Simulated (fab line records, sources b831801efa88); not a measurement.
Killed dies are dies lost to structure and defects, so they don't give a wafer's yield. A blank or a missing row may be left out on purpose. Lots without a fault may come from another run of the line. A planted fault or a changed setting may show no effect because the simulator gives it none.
Chamber matching | flow sky130 | SKY_VIA2_CMP_24 on cmp-01: 4 sister chambers
The step polishes, stops on SiO2, t overpolish 20 s, target thk 0 nm. 8 wafers are shown with their chamber, then 12 later ones without.

WAFERS WITH THEIR CHAMBER
wafer  | chamber | motor_current_A (A) | time_to_endpoint_s (s)
L089.5 | 0       | 8.9                 | 102
L090.3 | 2       | 11.5                | 102
L092.1 | 0       | 9.0                 | 97
L092.4 | 3       | 11.4                | 98
L092.6 | 2       | 11.4                | 97
L093.2 | 3       | 11.1                | 99
L093.4 | 1       | 9.3                 | 101
L093.6 | 1       | 9.1                 | 102

WAFERS WITHOUT THEIR CHAMBER
wafer  | motor_current_A (A) | time_to_endpoint_s (s)
L094.2 | 8.6                 | 97
L094.5 | 11.7                | 97
L094.6 | 12.2                | 100
L095.2 | 9.1                 | 97
L095.5 | 9.1                 | 99
L095.6 | 11.7                | 105
L096.1 | 8.8                 | 95
L096.2 | 9.4                 | 104
L096.6 | 11.9                | 100
L097.1 | 11.0                | 104
L097.5 | 9.3                 | 103
L097.6 | 8.8                 | 99

WHICH CHAMBER EACH WENT THROUGH
wafer  | from the rows above     | in truth
L094.2 | can't be placed: 0 or 1 | 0
L094.5 | can't be placed: 2 or 3 | 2
L094.6 | can't be placed: 2 or 3 | 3
L095.2 | can't be placed: 0 or 1 | 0
L095.5 | can't be placed: 0 or 1 | 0
L095.6 | can't be placed: 2 or 3 | 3
L096.1 | can't be placed: 0 or 1 | 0
L096.2 | can't be placed: 1 or 0 | 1
L096.6 | can't be placed: 2 or 3 | 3
L097.1 | can't be placed: 3 or 2 | 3
L097.5 | can't be placed: 1 or 0 | 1
L097.6 | can't be placed: 0 or 1 | 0
Placed correctly: 0 of 12. Can't be placed from these rows: 12 (the true chamber is among the candidates in 12). Placed wrongly: 0.
How it was worked out, from the rows above alone: a wafer's distance from a chamber is the root of the sum, over the readings, of the square of ((its reading less the chamber's mean) divided by the reading's scatter). The wafer belongs to the nearest chamber; if the next one is less than 2 further off, it can't be placed. A chamber's mean is the mean of its shown wafers. The scatter: the root of (the sum of the squares of (reading less its chamber's mean) over the shown wafers, divided by (wafers less chambers)).
